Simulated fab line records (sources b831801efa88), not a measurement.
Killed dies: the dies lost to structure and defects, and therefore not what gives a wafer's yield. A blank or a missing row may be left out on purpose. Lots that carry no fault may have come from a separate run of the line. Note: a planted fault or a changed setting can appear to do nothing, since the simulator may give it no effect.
Which tool did it? :: flow gf180mcu :: 7 lots, 21 wafers sampled, at 2 steps of a route of 602

== WHAT EACH GAUGE READ, for each wafer ==
GF_V1_THK_MEAS_03.
lot: L961
measured: day 18 03:42
on: film-metro-04
V1_CVD_02_THK (nm): 831 833 861

lot: L965
measured: day 19 02:35
on: film-metro-02
V1_CVD_02_THK (nm): 835 848 852

lot: L967
measured: day 19 22:56
on: film-metro-02
V1_CVD_02_THK (nm): 833 831 853

lot: L969
measured: day 20 13:25
on: film-metro-04
V1_CVD_02_THK (nm): 958 948 958

lot: L978
measured: day 23 18:07
on: film-metro-02
V1_CVD_02_THK (nm): 853 857 861

lot: L980
measured: day 24 15:03
on: film-metro-04
V1_CVD_02_THK (nm): 842 867 847

lot: L983
measured: day 25 11:41
on: film-metro-01
V1_CVD_02_THK (nm): 836 850 872

== TOOL THAT RAN EACH LOT (tool first, then ch and the chambers of the sampled wafers, then the start) ==
lot: L961
GF_V1_CVD_02: pecvd-04 ch 1,2, day 18 03:37

lot: L965
GF_V1_CVD_02: pecvd-03 ch 0,1, day 19 02:31

lot: L967
GF_V1_CVD_02: pecvd-03 ch 0,2, day 19 22:52

lot: L969
GF_V1_CVD_02: pecvd-03 ch 0,1,2, day 20 13:21

lot: L978
GF_V1_CVD_02: pecvd-01 ch 0,2, day 23 18:02

lot: L980
GF_V1_CVD_02: pecvd-03 ch 0,1,2, day 24 14:58

lot: L983
GF_V1_CVD_02: pecvd-04 ch 0,1,2, day 25 11:35
- GF_V1_CVD_02: deposits SiO2 from TEOS, target thk 850 nm, time 94.851 s.

== THE ANSWER, worked out from the rows above alone ==
Rule: the lots themselves supply what counts as usual. Put in order of their means at a reading, lots are off if they are a third of the lots or fewer, leave a main group of 4 or more, and stand apart from it by a gap of 3 or more times the standard deviation of the main group's means; of several such gaps the widest counts. Not used: any main group whose means are identical at the precision the tables above print for the reading. Also off: a lot with no number at a reading for which 4 or more lots have one. The other lots that the step has rows for count as sound.
Off: L969, seen at GF_V1_THK_MEAS_03 (V1_CVD_02_THK). The main group: mean 848 nm, standard deviation 6.4.
If a tool, at a process step before that reading, ran all the lots that are off and no sound lot after the first of them, it fits. Gauges at GF_V1_THK_MEAS_03: tried the same way as those tools. No candidate that was tried fits.

== WHAT WAS PUT IN BY THE SIMULATOR ==
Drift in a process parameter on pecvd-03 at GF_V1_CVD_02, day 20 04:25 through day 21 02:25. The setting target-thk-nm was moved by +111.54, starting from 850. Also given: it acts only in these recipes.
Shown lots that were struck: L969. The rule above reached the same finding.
